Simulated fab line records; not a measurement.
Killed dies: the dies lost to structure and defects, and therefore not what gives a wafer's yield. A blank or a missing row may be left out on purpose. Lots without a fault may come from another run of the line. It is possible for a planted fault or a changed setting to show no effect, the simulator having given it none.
fab line records	flow sfq-line
record: lots: 14	wafers: 42	last-day: 91
route steps=325 shown A5B@210 I5@237 I6@267
lots that met no fault: from a run of the same line without faults
start-h: hours from the record's opening day to when the first of the lot's shown wafers began	wait-h: hours from the lot's prior step to this one	" the same as in the row above	L1.1+2: a row that stands for several wafers	- value missing, or start not given	* or withheld: withheld	< > ~ a bound
route shown NAME@n: a module of which the file shows steps, and the number in the route of the first	usual: mean and standard deviation over wafers with no fault	same: alike in all rows	chamber/n: place in a boat	sites: the reading at each site	_std_site: the values' standard deviation	_edge_site: mean of outer sites minus mean of inner sites	radius-mm: for every site, how far away it sits from the centre of the wafer	mask NAME#n: copy n	behind: the tool/chamber that last shaped the wafer	hold: reason for holding the lot/hours on hold/outcome of the hold	device: names the non-switching transistor (n, p or np)	end of line: tests of these same wafers at the route's end	step lacking rows: just its recipe	killed: at the first sort, the dies lost to defects and structure; wafer yield is something else	map: shows each die of a wafer: x if killed, . if not, _ if none is there
set.NAME: the setting that was run; set.NAME@STEP: the one run at that earlier step	model.NAME: the simulator's own value behind a step, which no gauge read
route steps across a sampled set of lots; one table per step, one row per wafer
services: the hour from which a tool's chamber was out of use, counted from the record's first day as start-h (under 0 if before that day), plus the number of hours and why
== steps ==
step: SFQ_TRILAYER_A5B_CMP_CMP_130
recipe: stop-on: Nb	down-force-psi: 3	platen-rpm: 60	target-thk-nm: 340.7
usual: edge-zone-pressure-frac: 0.999/0.0045	head-pressure-psi: 2.999/0.0065	motor-current-A: 10.5/1.1
lot.wafer	tool	chamber	start-h	wait-h	edge-zone-pressure-frac	head-pressure-psi	motor-current-A
L897.4	cmp-02	3	1349.72	0.7	1.001	2.997	11.1
L897.1	"	0	"	"	0.998	2.999	10.0
L897.5	"	3	1351.72	2.7	1.001	3.002	11.9
L898.1	cmp-02	3	1360.44	5.5	0.996	3.004	11.2
L898.2	"	0	"	"	0.996	2.990	9.3
L898.6	"	3	1362.44	7.4	0.997	3.001	11.5
L899.3	cmp-01	3	1491.71	0.0	0.997	3.003	11.4
L899.1	"	1	1492.71	1.0	0.991	2.997	9.5
L899.4	"	2	"	"	1.005	2.989	11.0
L900.2	cmp-01	1	1494.71	0.6	1.003	3.014	9.7
L900.4	"	3	1495.71	1.6	0.995	2.999	11.4
L900.5	"	2	1497.21	3.1	1.006	3.004	11.2
L901.4	cmp-01	0	1509.71	4.3	1.004	2.995	11.4
L901.2	"	2	1510.71	5.4	0.994	2.996	11.6
L901.5	"	1	1512.21	6.8	0.998	3.008	9.6
L902.1	cmp-02	1	1521.00	7.5	0.997	3.001	9.2
L902.4	"	2	"	"	0.994	2.993	8.4
L902.6	"	1	1523.00	9.4	0.993	2.987	9.7
L905.1	cmp-01	2	1556.45	0.0	1.002	3.005	10.8
L905.2	"	0	1557.45	1.0	1.001	3.003	11.0
L905.5	"	2	1558.45	2.0	1.004	3.007	10.9
L904.1	cmp-02	0	1556.75	1.5	0.997	2.997	9.5
L904.5	"	1	"	"	0.992	3.002	9.6
L904.6	"	2	"	"	1.004	2.998	8.4
L909.3	cmp-01	2	1674.85	0.0	0.995	2.992	11.1
L909.4	"	3	"	"	0.997	2.997	11.6
L909.5	"	3	1677.35	2.5	0.995	2.984	11.2
L910.4	cmp-01	1	1679.45	1.0	1.004	3.002	9.9
L910.2	"	2	"	"	0.996	2.999	10.9
L910.6	"	0	1680.95	2.5	1.005	2.996	11.1
L913.3	cmp-01	1	1695.55	1.5	1.006	2.996	9.6
L913.5	"	2	"	"	0.996	2.999	11.6
L913.6	"	3	"	"	1.005	2.992	11.3
L914.2	cmp-02	3	1699.15	1.5	1.005	2.996	11.6
L914.5	"	0	"	"	1.005	3.001	9.8
L914.6	"	1	"	"	0.994	3.000	9.3
L915.2	cmp-01	1	1701.75	0.5	1.004	2.993	9.6
L915.1	"	2	"	"	0.995	2.994	11.1
L915.5	"	1	1703.75	2.5	0.994	3.000	9.8
L916.3	cmp-01	3	1704.75	2.3	1.000	2.986	11.6
L916.2	"	0	"	"	0.999	2.998	11.2
L916.5	"	2	1706.25	3.8	1.002	3.000	10.7
step: SFQ_TRILAYER_I5_ETCH_VIA_ETCH_147
recipe: stop-on: Nb	mask-material: PR	chemistry: CHF3	target-depth-nm: 360	source-w: 500	bias-w: 78.92	pressure-mtorr: 30	time-s: withheld
usual: drypump-motor-current-A: 5.9/0.32	oes-product-au: 0.987/0.0064	rf-fwd-power-W: 498.7/1.7
lot.wafer	tool	chamber	start-h	wait-h	drypump-motor-current-A	oes-product-au	rf-fwd-power-W
L897.1	rie-diel-04	2	1603.50	0.0	6.0	0.988	496.9
L897.4	"	1	"	"	5.9	0.986	502.5
L897.5	"	2	"	"	6.0	0.982	497.5
L898.1	rie-diel-01	0	1604.82	0.0	6.3	0.981	498.1
L898.2	"	1	"	"	6.1	0.992	499.1
L898.6	"	3	"	"	6.1	0.976	498.1
L899.1	rie-diel-04	3	1615.80	0.0	5.3	0.983	501.2
L899.3	"	2	"	"	6.0	0.992	497.9
L899.4	"	1	"	"	6.0	0.987	500.3
L900.2	rie-diel-01	2	1617.52	0.0	5.9	0.980	501.0
L900.4	"	3	"	"	6.1	0.981	498.9
L900.5	"	0	"	"	6.3	0.991	501.8
L901.2	rie-diel-01	2	1627.12	0.0	5.9	0.981	497.0
L901.4	"	1	"	"	6.1	0.992	498.1
L901.5	"	3	"	"	6.1	0.980	499.4
L902.1	rie-diel-03	2	1636.70	0.0	5.4	0.986	498.0
L902.4	"	1	"	"	6.0	0.990	498.3
L902.6	"	3	"	"	5.8	0.992	498.5
L904.1	rie-diel-03	0	1653.37	0.0	6.4	0.982	496.5
L904.5	"	1	"	"	6.0	1.001	498.2
L904.6	"	2	"	"	5.5	0.975	501.3
L905.1	rie-diel-04	0	1654.57	0.0	6.0	0.988	499.2
L905.2	"	2	"	"	6.0	0.986	495.4
L905.5	"	3	"	"	5.4	0.992	497.8
L909.3	rie-diel-04	3	1877.93	0.0	5.4	0.997	496.8
L909.4	"	1	"	"	6.0	0.987	499.6
L909.5	"	0	"	"	6.0	0.996	500.6
L910.2	rie-diel-01	2	1880.33	0.0	5.9	0.978	500.5
L910.4	"	0	"	"	6.3	1.002	497.3
L910.6	"	3	"	"	6.2	0.984	499.6
L913.3	rie-diel-04	2	1889.93	0.0	6.0	0.978	498.3
L913.5	"	1	"	"	6.0	0.985	499.6
L913.6	"	2	"	"	6.0	0.991	496.6
L914.2	rie-diel-01	3	1893.53	0.0	6.1	0.979	499.7
L914.5	"	1	"	"	6.1	0.982	500.0
L914.6	"	0	"	"	6.3	0.989	499.9
L915.1	rie-diel-03	3	1894.73	0.0	5.8	0.991	496.3
L915.2	"	2	"	"	5.4	0.986	500.3
L915.5	"	3	"	"	5.8	0.992	500.8
L916.2	rie-diel-03	3	1900.73	0.0	5.7	0.985	496.9
L916.3	"	2	"	"	5.4	0.982	499.9
L916.5	"	1	"	"	6.0	1.001	499.7
step: SFQ_TRILAYER_I6_CMP_CMP_166
recipe: material: SiO2	down-force-psi: 3	platen-rpm: 60	pad-velocity-m-s: 0.94248
usual: edge-zone-pressure-frac: 1.000/0.0054	head-pressure-psi: 3.000/0.0065	motor-current-A: 10.3/1.1	time-to-endpoint-s: 214/8.6
lot.wafer	tool	chamber	start-h	wait-h	edge-zone-pressure-frac	head-pressure-psi	motor-current-A	time-to-endpoint-s
L897.1	cmp-02	1	1718.42	1.6	0.996	2.994	9.8	216
L897.4	"	3	1719.42	2.5	1.011	3.006	11.7	211
L897.5	"	1	1720.42	3.5	0.992	2.995	9.5	214
L898.2	cmp-01	2	1719.50	0.5	1.002	2.998	11.2	207
L898.1	"	0	1720.50	1.5	1.011	2.994	11.6	207
L898.6	"	2	1721.50	2.5	0.996	3.005	10.6	215
L899.4	cmp-02	1	1829.00	1.5	0.999	2.998	9.8	225
L899.1	"	2	"	"	1.004	2.997	8.5	215
L899.3	"	3	"	"	1.008	2.995	11.5	217
L900.4	cmp-02	3	1832.00	2.1	0.997	3.002	11.7	219
L900.2	"	1	1833.00	3.2	0.997	3.000	9.6	229
L900.5	"	3	1834.00	4.1	0.994	2.995	11.8	223
L901.2	cmp-01	3	1842.38	0.5	1.010	3.000	10.8	218
L901.4	"	0	"	"	1.010	2.999	10.9	202
L901.5	"	2	1843.88	2.0	1.003	3.000	11.3	207
L902.4	cmp-02	3	1846.50	0.8	0.992	3.005	11.5	218
L902.1	"	1	1847.50	1.9	1.005	3.012	9.3	216
L902.6	"	0	1849.00	3.3	0.995	2.998	9.7	225
L904.1	cmp-01	2	1865.06	4.0	1.009	3.000	11.6	203
L904.5	"	3	"	"	1.008	2.996	10.9	226
L904.6	"	0	"	"	1.007	3.006	11.6	209
L905.2	cmp-01	1	1867.06	3.4	0.997	3.003	9.5	223
L905.1	"	3	1868.06	4.4	0.991	3.003	10.8	223
L905.5	"	1	1869.06	5.4	1.002	2.985	9.3	220
L909.4	cmp-01	2	1896.56	3.9	-	-	-	-
L909.3	"	0	1897.56	4.9	-	-	-	-
L909.5	"	3	1899.06	6.4	-	-	-	-
L910.2	cmp-01	0	1900.56	4.3	-	-	-	-
L910.4	"	1	"	"	-	-	-	-
L910.6	"	2	"	"	-	-	-	-
L913.3	cmp-01	0	1909.06	4.4	1.007	3.003	11.3	208
L913.5	"	3	1910.56	5.9	0.996	2.992	11.7	226
L913.6	"	0	"	"	1.003	3.005	11.7	214
L914.2	cmp-02	2	1913.83	6.7	1.001	2.994	8.6	202
L914.5	"	2	1915.83	8.6	0.995	3.002	7.8	204
L914.6	"	3	"	"	0.990	2.990	11.7	204
L915.2	cmp-01	0	1914.56	5.0	0.994	3.003	11.4	216
L915.1	"	1	"	"	1.000	2.983	9.7	219
L915.5	"	0	1916.56	7.0	1.003	2.997	11.8	224
L916.2	cmp-01	1	1918.06	4.9	0.991	3.005	9.4	209
L916.3	"	2	"	"	1.000	2.999	11.4	205
L916.5	"	1	1920.06	6.9	1.001	2.999	9.5	218
step: SFQ_TRILAYER_I6_METRO_MEASURE_167
usual: thk-nm: 199.7/1.2
lot.wafer	tool	chamber	start-h	wait-h	thk-nm
L897.1	film-metro-02	-	1721.54	0.1	198.8
L897.4	"	-	"	"	198.4
L897.5	"	-	"	"	197.3
L898.1	film-metro-01	-	1722.62	0.1	199.5
L898.2	"	-	"	"	197.9
L898.6	"	-	"	"	199.1
L899.1	film-metro-01	-	1831.62	0.1	199.2
L899.3	"	-	"	"	198.0
L899.4	"	-	"	"	199.7
L900.2	film-metro-04	-	1834.82	0.3	201.6
L900.4	"	-	"	"	199.7
L900.5	"	-	"	"	198.6
L901.2	film-metro-02	-	1845.20	0.3	200.4
L901.4	"	-	"	"	199.3
L901.5	"	-	"	"	199.2
L902.1	film-metro-02	-	1849.62	0.1	199.6
L902.4	"	-	"	"	198.6
L902.6	"	-	"	"	200.3
L904.1	film-metro-02	-	1866.68	0.1	200.5
L904.5	"	-	"	"	201.3
L904.6	"	-	"	"	198.7
L905.1	film-metro-02	-	1869.68	0.1	200.7
L905.2	"	-	"	"	198.9
L905.5	"	-	"	"	199.8
L909.3	film-metro-02	-	1900.08	0.5	508.2
L909.4	"	-	"	"	509.0
L909.5	"	-	"	"	506.9
L910.2	film-metro-02	-	1902.88	0.3	511.2
L910.4	"	-	"	"	501.5
L910.6	"	-	"	"	502.0
L913.3	film-metro-01	-	1912.08	0.5	199.4
L913.5	"	-	"	"	201.7
L913.6	"	-	"	"	200.6
L914.2	film-metro-04	-	1917.15	0.3	197.0
L914.5	"	-	"	"	198.4
L914.6	"	-	"	"	198.4
L915.1	film-metro-01	-	1917.68	0.1	200.3
L915.2	"	-	"	"	198.8
L915.5	"	-	"	"	198.8
L916.2	film-metro-02	-	1920.88	0.3	198.6
L916.3	"	-	"	"	198.5
L916.5	"	-	"	"	199.0
step: SFQ_TRILAYER_I6_VIA_BARC_OPEN_VIA_ETCH_235
recipe: mask-material: PR	chemistry: O2	target-depth-nm: 125	target: BARC	source-w: 500	bias-w: 80	pressure-mtorr: 30	time-s: 41.7
usual: drypump-motor-current-A: 5.8/0.42	oes-product-au: 0.683/0.0042	rf-fwd-power-W: 494.1/2.8
lot.wafer	tool	chamber	start-h	wait-h	drypump-motor-current-A	oes-product-au	rf-fwd-power-W	rf-hours-counter-h
L897.1	rie-diel-04	2	1824.23	0.0	6.0	0.686	487.4	0
L897.4	"	3	"	"	5.4	0.687	493.6	3
L897.5	"	0	"	"	6.0	0.684	493.4	-
L898.1	rie-diel-02	3	1825.43	0.0	6.0	0.682	496.5	2
L898.2	"	1	"	"	5.7	0.684	494.0	14
L898.6	"	0	"	"	5.1	0.680	494.4	-
L899.1	rie-diel-04	0	1835.11	0.0	6.0	0.684	495.4	1
L899.3	"	1	"	"	5.9	0.689	494.8	12
L899.4	"	1	"	"	6.0	0.681	493.5	-
L900.2	rie-diel-03	2	1838.11	0.0	5.4	0.680	495.4	12
L900.4	"	3	"	"	5.8	0.685	495.3	4
L900.5	"	2	"	"	5.4	0.688	497.5	-
L901.2	rie-diel-04	2	1848.48	0.0	6.0	0.683	491.4	0
L901.4	"	3	"	"	5.4	0.682	493.9	3
L901.5	"	2	"	"	6.0	0.681	492.5	-
L902.1	rie-diel-02	2	1853.88	0.0	6.5	0.678	496.5	2
L902.4	"	1	"	"	5.7	0.682	488.3	14
L902.6	"	1	"	"	5.7	0.681	491.0	-
L904.1	rie-diel-02	1	1870.24	0.0	5.7	0.681	489.7	14
L904.5	"	1	"	"	5.7	0.688	490.8	-
L904.6	"	2	"	"	6.5	0.681	496.7	-
L905.1	rie-diel-02	3	1955.89	0.0	6.0	0.684	493.4	3
L905.2	"	1	"	"	5.7	0.682	492.1	15
L905.5	"	0	"	"	5.1	0.679	493.8	-
L909.3	rie-diel-02	2	1990.69	0.0	6.5	0.681	494.6	3
L909.4	"	0	"	"	5.1	0.687	497.6	11
L909.5	"	1	"	"	5.7	0.687	492.4	-
L910.2	rie-diel-04	3	1991.89	0.0	5.3	0.677	493.7	5
L910.4	"	0	"	"	6.0	0.685	497.6	4
L910.6	"	2	"	"	6.0	0.686	489.0	-
L913.3	rie-diel-04	3	2002.09	0.0	5.3	0.688	493.2	5
L913.5	"	3	"	"	5.3	0.683	494.7	-
L913.6	"	0	"	"	6.0	0.681	495.2	-
L914.2	rie-diel-03	3	2009.29	0.0	5.7	0.677	493.4	7
L914.5	"	2	"	"	5.4	0.689	497.3	-
L914.6	"	3	"	"	5.8	0.682	492.9	-
L915.1	rie-diel-02	0	2010.49	0.0	5.1	0.680	497.3	11
L915.2	"	2	"	"	6.5	0.679	493.2	3
L915.5	"	3	"	"	6.0	0.685	494.2	-
L916.2	rie-diel-04	3	2012.89	0.0	5.4	0.676	493.7	5
L916.3	"	2	"	"	6.0	0.682	488.1	3
L916.5	"	0	"	"	6.0	0.678	495.9	-
step: SFQ_TRILAYER_I6_VIA_ETCH_VIA_ETCH_172
recipe: target: SiO2	stop-on: Nb	mask-material: PR	taper-deg: 20	chemistry: CHF3	target-depth-nm: 260	source-w: 500	bias-w: 80	pressure-mtorr: 30	time-s: withheld
usual: drypump-motor-current-A: 5.8/0.42	oes-product-au: 0.854/0.0055	rf-fwd-power-W: 498.0/1.8
lot.wafer	tool	chamber	start-h	wait-h	drypump-motor-current-A	oes-product-au	rf-fwd-power-W
L897.1	rie-diel-04	2	1824.27	0.0	6.0	0.849	495.4
L897.4	"	3	"	"	5.4	0.855	498.7
L897.5	"	0	"	"	6.0	0.847	497.6
L898.1	rie-diel-02	3	1825.47	0.0	6.0	0.844	500.6
L898.2	"	1	"	"	5.7	0.846	493.9
L898.6	"	0	"	"	5.0	0.856	497.4
L899.1	rie-diel-04	0	1835.15	0.0	6.0	0.857	498.9
L899.3	"	1	"	"	6.0	0.850	496.0
L899.4	"	1	"	"	6.0	0.861	497.8
L900.2	rie-diel-03	2	1838.15	0.0	5.4	0.861	501.4
L900.4	"	3	"	"	5.8	0.851	498.2
L900.5	"	2	"	"	5.4	0.849	500.0
L901.2	rie-diel-04	2	1848.52	0.0	6.0	0.862	495.0
L901.4	"	3	"	"	5.4	0.858	496.4
L901.5	"	2	"	"	6.0	0.849	498.2
L902.1	rie-diel-02	2	1853.92	0.0	6.5	0.861	497.5
L902.4	"	1	"	"	5.7	0.844	496.9
L902.6	"	1	"	"	5.7	0.853	499.6
L904.1	rie-diel-02	1	1870.28	0.0	5.7	0.852	498.8
L904.5	"	1	"	"	5.7	0.857	497.2
L904.6	"	2	"	"	6.5	0.848	495.1
L905.1	rie-diel-02	3	1955.93	0.0	6.0	0.857	498.6
L905.2	"	1	"	"	5.7	0.850	499.5
L905.5	"	0	"	"	5.1	0.860	501.2
L909.3	rie-diel-02	2	1990.73	0.0	6.5	1.602	497.4
L909.4	"	0	"	"	5.1	1.628	500.4
L909.5	"	1	"	"	5.7	1.626	498.4
L910.2	rie-diel-04	3	1991.93	0.0	5.4	1.623	498.4
L910.4	"	0	"	"	6.0	1.638	500.2
L910.6	"	2	"	"	6.0	1.601	497.3
L913.3	rie-diel-04	3	2002.13	0.0	5.3	0.852	498.1
L913.5	"	3	"	"	5.3	0.860	497.2
L913.6	"	0	"	"	6.0	0.861	498.8
L914.2	rie-diel-03	3	2009.33	0.0	5.8	0.847	496.6
L914.5	"	2	"	"	5.4	0.852	499.6
L914.6	"	3	"	"	5.8	0.854	497.5
L915.1	rie-diel-02	0	2010.53	0.0	5.0	0.855	498.9
L915.2	"	2	"	"	6.5	0.862	498.7
L915.5	"	3	"	"	6.1	0.840	498.4
L916.2	rie-diel-04	3	2012.93	0.0	5.3	0.845	499.7
L916.3	"	2	"	"	6.0	0.861	498.4
L916.5	"	0	"	"	6.0	0.853	498.1
== services ==
tool	chamber	start-h	hours	kind
rie-diel-04	1	1357.19	13.2	repair
rie-diel-04	-	1448.18	2.8	pm
rie-diel-04	1	1466.90	16.5	repair
rie-diel-04	2	1468.75	5.7	repair
cmp-01	-	1574.45	4.6	pm
cmp-01	-	1599.61	4.0	pm
rie-diel-04	-	1601.24	0.9	repair
cmp-01	-	1636.74	0.2	repair
cmp-01	-	1656.11	1.7	repair
cmp-01	-	1665.30	1.8	repair
cmp-01	-	1707.25	12.2	pm
cmp-01	-	1732.22	0.8	repair
cmp-01	-	1764.19	1.1	repair
cmp-01	-	1769.49	0.9	repair
cmp-01	-	1772.63	3.0	repair
rie-diel-04	2	1780.92	6.9	repair
cmp-01	-	1787.03	2.3	repair
cmp-01	-	1789.79	8.8	repair
rie-diel-04	0	1828.87	4.4	repair
cmp-01	-	1920.56	4.6	pm
cmp-01	-	1924.09	2.0	repair
cmp-01	-	1940.81	4.0	pm
cmp-01	-	1944.81	5.9	pm
cmp-01	-	1984.86	3.0	repair
== key ==
first-sign: step: SFQ_TRILAYER_I6_CMP_CMP_166	reading: tool-record	direction: missing
effect: step: SFQ_TRILAYER_I6_METRO_MEASURE_167	reading: thk-nm	direction: up	sigmas: 99+	usual: 199.7	struck: 506.5
effect: step: SFQ_TRILAYER_I6_VIA_ETCH_VIA_ETCH_172	reading: oes-product-au	direction: up	sigmas: 99+	usual: 0.854	struck: 1.620
met-at SFQ_TRILAYER_I6_CMP_CMP_166
struck-lots L909,L910
not-acting-at SFQ_TRILAYER_A5B_CMP_CMP_130,SFQ_TRILAYER_I5_ETCH_VIA_ETCH_147,SFQ_TRILAYER_I6_VIA_BARC_OPEN_VIA_ETCH_235
onset-between 1867.06 1896.56
fault: kind: skipped-step-whole	tool: cmp-01	chamber: -	onset-h: 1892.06	steps: SFQ_TRILAYER_I6_CMP_CMP_166	scope: struck-lots-only
